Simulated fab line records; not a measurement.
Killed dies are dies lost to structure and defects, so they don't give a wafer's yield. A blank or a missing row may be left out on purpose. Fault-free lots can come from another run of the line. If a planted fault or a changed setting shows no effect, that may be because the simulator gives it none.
Lot-split experiment / flow sfqLine / 5 lots, 23 wafers read, on a route of 325 steps

ABOUT THE SPLIT
At SFQ_TRILAYER_C5_LITHO_PEB_154 (peb time 60 s), the setting pebTempC was moved away from the recipe's 115 C on 9 of the 23 wafers read, by -2.7% to +2.2%. For the rest of the wafers, this setting stayed at what the recipe calls for.

THE PATH FROM SPLIT TO READING: the file shows 1 step between them
- SFQ_TRILAYER_C5_LITHO_DEVELOP_153: time 60 s

THE READING
C5.cdNm (the simulator's own value, which no gauge read), in nm, at SFQ_TRILAYER_C5_BARC_OPEN_VIA_ETCH_210 (etches BARC in O2, target depth 125 nm, time 41.7 s). The file does not state a usual value for it. Average 500.5 nm, standard deviation 1.4 nm, over the 14 wafers here run with the recipe.

wafer=L074.1; tool, chamber at the split=lithoTrack-03, 0; pebTempC as run, C=115; against the recipe=recipe; C5.cdNm, nm=498.9; against lot-mates on the recipe=-
wafer=L074.2; tool, chamber at the split=lithoTrack-03, 0; pebTempC as run, C=115; against the recipe=recipe; C5.cdNm, nm=501.2; against lot-mates on the recipe=-
wafer=L074.5; tool, chamber at the split=lithoTrack-03, 0; pebTempC as run, C=115; against the recipe=recipe; C5.cdNm, nm=501.7; against lot-mates on the recipe=-
wafer=L075.1; tool, chamber at the split=lithoTrack-02, 0; pebTempC as run, C=111.9; against the recipe=-2.7%; C5.cdNm, nm=435.4; against lot-mates on the recipe=-63.0
wafer=L075.2; tool, chamber at the split=lithoTrack-02, 0; pebTempC as run, C=111.9; against the recipe=-2.7%; C5.cdNm, nm=435.8; against lot-mates on the recipe=-62.6
wafer=L075.3; tool, chamber at the split=lithoTrack-02, 0; pebTempC as run, C=111.9; against the recipe=-2.7%; C5.cdNm, nm=434.5; against lot-mates on the recipe=-63.9
wafer=L075.5; tool, chamber at the split=lithoTrack-02, 0; pebTempC as run, C=115; against the recipe=recipe; C5.cdNm, nm=498.1; against lot-mates on the recipe=-
wafer=L075.6; tool, chamber at the split=lithoTrack-02, 0; pebTempC as run, C=115; against the recipe=recipe; C5.cdNm, nm=498.7; against lot-mates on the recipe=-
wafer=L079.1; tool, chamber at the split=lithoTrack-02, 0; pebTempC as run, C=115; against the recipe=recipe; C5.cdNm, nm=500.9; against lot-mates on the recipe=-
wafer=L079.3; tool, chamber at the split=lithoTrack-02, 0; pebTempC as run, C=115; against the recipe=recipe; C5.cdNm, nm=503.1; against lot-mates on the recipe=-
wafer=L079.4; tool, chamber at the split=lithoTrack-02, 0; pebTempC as run, C=117.5; against the recipe=+2.2%; C5.cdNm, nm=542.9; against lot-mates on the recipe=+41.6
wafer=L079.5; tool, chamber at the split=lithoTrack-02, 0; pebTempC as run, C=117.5; against the recipe=+2.2%; C5.cdNm, nm=544.3; against lot-mates on the recipe=+43.0
wafer=L079.6; tool, chamber at the split=lithoTrack-02, 0; pebTempC as run, C=115; against the recipe=recipe; C5.cdNm, nm=500; against lot-mates on the recipe=-
wafer=L080.1; tool, chamber at the split=lithoTrack-04, 0; pebTempC as run, C=115; against the recipe=recipe; C5.cdNm, nm=502.2; against lot-mates on the recipe=-
wafer=L080.2; tool, chamber at the split=lithoTrack-04, 0; pebTempC as run, C=112.5; against the recipe=-2.2%; C5.cdNm, nm=450.3; against lot-mates on the recipe=-50.5
wafer=L080.3; tool, chamber at the split=lithoTrack-04, 0; pebTempC as run, C=115; against the recipe=recipe; C5.cdNm, nm=499.5; against lot-mates on the recipe=-
wafer=L080.4; tool, chamber at the split=lithoTrack-04, 0; pebTempC as run, C=115; against the recipe=recipe; C5.cdNm, nm=500.8; against lot-mates on the recipe=-
wafer=L080.5; tool, chamber at the split=lithoTrack-04, 0; pebTempC as run, C=112.5; against the recipe=-2.2%; C5.cdNm, nm=452.9; against lot-mates on the recipe=-47.9
wafer=L082.1; tool, chamber at the split=lithoTrack-03, 0; pebTempC as run, C=116.1; against the recipe=+1.0%; C5.cdNm, nm=521.1; against lot-mates on the recipe=+20.7
wafer=L082.2; tool, chamber at the split=lithoTrack-03, 0; pebTempC as run, C=115; against the recipe=recipe; C5.cdNm, nm=499.8; against lot-mates on the recipe=-
wafer=L082.6; tool, chamber at the split=lithoTrack-03, 0; pebTempC as run, C=115; against the recipe=recipe; C5.cdNm, nm=499.8; against lot-mates on the recipe=-
wafer=L082.3; tool, chamber at the split=lithoTrack-03, 0; pebTempC as run, C=115; against the recipe=recipe; C5.cdNm, nm=501.7; against lot-mates on the recipe=-
wafer=L082.4; tool, chamber at the split=lithoTrack-03, 0; pebTempC as run, C=116.1; against the recipe=+1.0%; C5.cdNm, nm=519.8; against lot-mates on the recipe=+19.4

FIT RESULTS
A straight line over all 23 wafers: C5.cdNm changes by +22.5 nm for each +1% of pebTempC; r = +1.00; the points scatter about the line by 2.5 nm.
The same after taking each lot's own level away (the mean of its wafers on the recipe; 23 wafers): +22.1 nm for each +1%; r = +1.00; scatter 2.2 nm.
The reading moves by 60 nm for the largest change in pebTempC, on that fit.
The lots' own levels span 498.40 to 501.33 nm, that is 2.1 times the standard deviation above.
The two slopes are in agreement: the lot-to-lot level therefore moves the slope only a little.
Check: with one of the wafers moved furthest among these (-2.7%) left out of the fit, the line predicts -60.2 nm for it against its lot-mates. Against them it came out at -63 nm.

OTHER SPLITS APPLIED TO THESE WAFERS
Note: prior to the reading, these wafers also went through further splits. Each is held against what the fit with the lots' levels taken away leaves over:
other split on the same wafers=SFQ_TRILAYER_R5_LITHO_PEB_139 pebTempC; wafers away from the commonest value=7; r with C5.cdNm (lot level and that fit taken away)=-0.12
other split on the same wafers=SFQ_TRILAYER_I5_LITHO_PEB_147 pebTimeS; wafers away from the commonest value=8; r with C5.cdNm (lot level and that fit taken away)=+0.07
other split on the same wafers=SFQ_TRILAYER_I5_BARC_OPEN_VIA_ETCH_200 sourceW; wafers away from the commonest value=5; r with C5.cdNm (lot level and that fit taken away)=-0.26

THE FILE'S OWN FIT
C5.cdNm changes by +22 nm for each +1% of pebTempC, r = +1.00.
